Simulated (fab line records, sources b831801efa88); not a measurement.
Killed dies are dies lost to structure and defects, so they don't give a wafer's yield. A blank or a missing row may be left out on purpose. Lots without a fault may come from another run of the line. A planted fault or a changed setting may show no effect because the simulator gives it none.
Which tool did it? | flow sky130 | 11 lots, 33 wafers sampled, at 2 steps of a route of 708

WHAT THE GAUGES READ, wafer by wafer
SKY_VIA3_BOW_MEAS_03. Usual: VIA3_BOW 80 um, standard deviation 6.4.
lot  | measured     | on            | VIA3_BOW (um) | flag
L142 | day 38 15:14 | film_metro-02 | 78 100 77     |
L146 | day 39 21:23 | film_metro-03 | 91 78 77      |
L148 | day 41 11:31 | film_metro-02 | 71 79 76      |
L149 | day 41 14:52 | film_metro-03 | 81 71 78      |
L150 | day 41 17:08 | film_metro-03 | 86 91 82      |
L153 | day 41 23:41 | film_metro-01 | 79 79 64      |
L157 | day 43 03:40 | film_metro-03 | 77 72 81      |
L159 | day 43 12:43 | film_metro-02 | 76 80 81      |
L162 | day 44 12:07 | film_metro-02 | 85 80 84      |
L163 | day 44 15:44 | film_metro-01 | 80 80 84      |
L165 | day 44 23:04 | film_metro-02 | 70 80 79      |

WHICH TOOL RAN EACH LOT (tool, then ch and the chambers of the sampled wafers, then the start)
lot  | SKY_VIA2_ETCH_15
L142 | rie_diel-02 ch 1,2,3, day 36 08:36
L146 | rie_diel-04 ch 1,2, day 37 11:27
L148 | rie_diel-04 ch 0,1,3, day 39 02:59
L149 | rie_diel-01 ch 0,1,3, day 39 05:53
L150 | rie_diel-02 ch 0,3, day 39 06:13
L153 | rie_diel-01 ch 0,1,3, day 39 17:13
L157 | rie_diel-04 ch 0,1,2, day 40 23:58
L159 | rie_diel-01 ch 1,2, day 41 10:13
L162 | rie_diel-02 ch 0,2,3, day 42 10:54
L163 | rie_diel-02 ch 0,1, day 42 14:21
L165 | rie_diel-01 ch 0,1,3, day 42 22:47
- SKY_VIA2_ETCH_15: etches SiO2 in C4F8/O2/Ar, stops on TiN, target depth 546 nm, time 84 s.

WHAT THE TOOLS THEMSELVES READ (means of the sampled wafers that have a number; where no wafer has one, the mark that the record gives instead)
SKY_VIA2_ETCH_15. Usual: oes_product_au 0.939 a.u., standard deviation 0.0047.
lot  | tool        | oes_product_au (a.u.) | flag
L142 | rie_diel-02 | 0.934                 |
L146 | rie_diel-04 | 0.937                 |
L148 | rie_diel-04 | 0.939                 |
L149 | rie_diel-01 | 0.938                 |
L150 | rie_diel-02 | 0.935                 |
L153 | rie_diel-01 | 0.940                 |
L157 | rie_diel-04 | 0.940                 |
L159 | rie_diel-01 | 0.940                 |
L162 | rie_diel-02 | 0.939                 |
L163 | rie_diel-02 | 0.937                 |
L165 | rie_diel-01 | 0.944                 |

THE ANSWER, worked out from the rows above alone
Rule: a lot is off if the mean of its wafers that have a number lies more than 3 standard deviations from the usual mean. A lot without any number at a reading at which 4 lots or more have one is off too. The other lots that the step has rows for count as sound. The gauges are gone through in route order, then the tools' own readings, and for those a lot's mean is taken as printed above. The first step at which some lot is off is used, and at that step the reading that is off furthest; a lot without a number counts as furthest.
No lot is off at any reading shown: from this, nothing can be told.

WHAT THE SIMULATOR HAD PUT IN
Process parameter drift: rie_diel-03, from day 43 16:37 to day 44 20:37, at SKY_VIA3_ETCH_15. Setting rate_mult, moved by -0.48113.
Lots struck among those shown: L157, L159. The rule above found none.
